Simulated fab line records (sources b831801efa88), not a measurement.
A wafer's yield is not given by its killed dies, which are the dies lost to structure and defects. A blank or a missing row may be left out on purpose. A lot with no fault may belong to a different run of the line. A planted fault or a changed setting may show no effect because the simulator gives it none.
Split-lot study | flow sfq line | on a route of 325 steps: 5 lots, 23 wafers read

## ABOUT THE SPLIT
At SFQ_TRILAYER_M3_BARC_OPEN_METAL_ETCH_100 (etches BARC in O2, target depth 125 nm, time 41.7 s), the setting time s was moved away from the recipe's 41.7 s on 5 of the 23 wafers read, by -4.3% to +8.9%. All remaining wafers had this setting at the recipe value.

The reading is taken at the split's own step.

## THE READING
oes product au, in a.u., at SFQ_TRILAYER_M3_BARC_OPEN_METAL_ETCH_100 (etches BARC in O2, target depth 125 nm, time 41.7 s). On this fab line, fault-free wafers typically give 0.681 a.u. with a standard deviation of 0.0048 a.u.

wafer  | tool, chamber at the split | time s as run, s | against the recipe | oes product au, a.u. | against lot-mates on the recipe
L074.2 | rie metal-02, 0            | 41.7             | recipe             | 0.671                | -
L074.4 | rie metal-02, 0            | 41.7             | recipe             | 0.677                | -
L074.6 | rie metal-02, 1            | 41.7             | recipe             | 0.685                | -
L075.1 | rie metal-02, 0            | 39.9             | -4.3%              | 0.697                | +0.014
L075.2 | rie metal-02, 1            | 41.7             | recipe             | 0.683                | -
L075.4 | rie metal-02, 0            | 39.9             | -4.3%              | 0.696                | +0.013
L075.5 | rie metal-02, 1            | 41.7             | recipe             | 0.683                | -
L075.6 | rie metal-02, 0            | 39.9             | -4.3%              | 0.692                | +0.009
L078.1 | rie metal-04, 0            | 41.7             | recipe             | 0.677                | -
L078.3 | rie metal-04, 1            | 41.7             | recipe             | 0.671                | -
L078.4 | rie metal-04, 0            | 41.7             | recipe             | 0.679                | -
L078.5 | rie metal-04, 1            | 41.7             | recipe             | 0.682                | -
L078.6 | rie metal-04, 0            | 41.7             | recipe             | 0.679                | -
L083.1 | rie metal-04, 0            | 41.7             | recipe             | 0.685                | -
L083.2 | rie metal-04, 1            | 41.7             | recipe             | 0.685                | -
L083.4 | rie metal-04, 0            | 41.7             | recipe             | 0.682                | -
L083.5 | rie metal-04, 0            | 41.7             | recipe             | 0.677                | -
L083.6 | rie metal-04, 1            | 41.7             | recipe             | 0.679                | -
L085.1 | rie metal-03, 1            | 41.7             | recipe             | 0.692                | -
L085.2 | rie metal-03, 0            | 45.43            | +8.9%              | 0.653                | -0.034
L085.3 | rie metal-03, 1            | 41.7             | recipe             | 0.689                | -
L085.4 | rie metal-03, 0            | 45.43            | +8.9%              | 0.651                | -0.036
L085.6 | rie metal-03, 1            | 41.7             | recipe             | 0.679                | -

THE FIT
A straight line over all 23 wafers: oes product au changes by -0.00324 a.u. for each +1% of time s; r = -0.90; the points scatter about the line by 0.005 a.u.
The same after taking each lot's own level away (the mean of its wafers on the recipe; 23 wafers): -0.00358 a.u. for each +1%; r = -0.94; scatter 0.0042 a.u.
On that fit, the largest move of time s shifts the reading by 0.032 a.u.
The lots' own levels span 0.6776 to 0.6867 a.u., that is 1.9 times the standard deviation above.
The two slopes are in agreement: the lot-to-lot level therefore moves the slope only a little.
Check: with one of the wafers moved furthest among these (+8.9%) left out of the fit, the line predicts -0.032 a.u. for it against its lot-mates. Against them it came out at -0.0337 a.u.
Tool readings at the split's step, against how far the setting was moved: oes product au r = -0.90.

## OTHER SPLITS ON THESE WAFERS
These wafers also went through other splits before the reading. Each is held against what the fit with the lots' levels taken away leaves over:
other split on the same wafers                   | wafers away from the commonest value | r with oes product au (lot level and that fit taken away)
SFQ_TRILAYER_M2_LITHO_EXPOSE_058 dose mj         | 9                                    | -0.42
SFQ_TRILAYER_I2_CMP_CMP_064 leave above ref nm   | 9                                    | +0.33
SFQ_TRILAYER_I2_VIA_LITHO_COAT_067 resist thk nm | 10                                   | +0.14
SFQ_TRILAYER_I2_VIA_ETCH_VIA_ETCH_070 bias w     | 8                                    | -0.06
SFQ_TRILAYER_M3_DEP_SPUTTER_073 time s           | 6                                    | -0.03
SFQ_TRILAYER_M3_LITHO_COAT_075 resist thk nm     | 6                                    | +0.16

## THE FILE'S OWN FIT
oes product au changes by -0.00371 a.u. for each +1% of time s, r = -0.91.
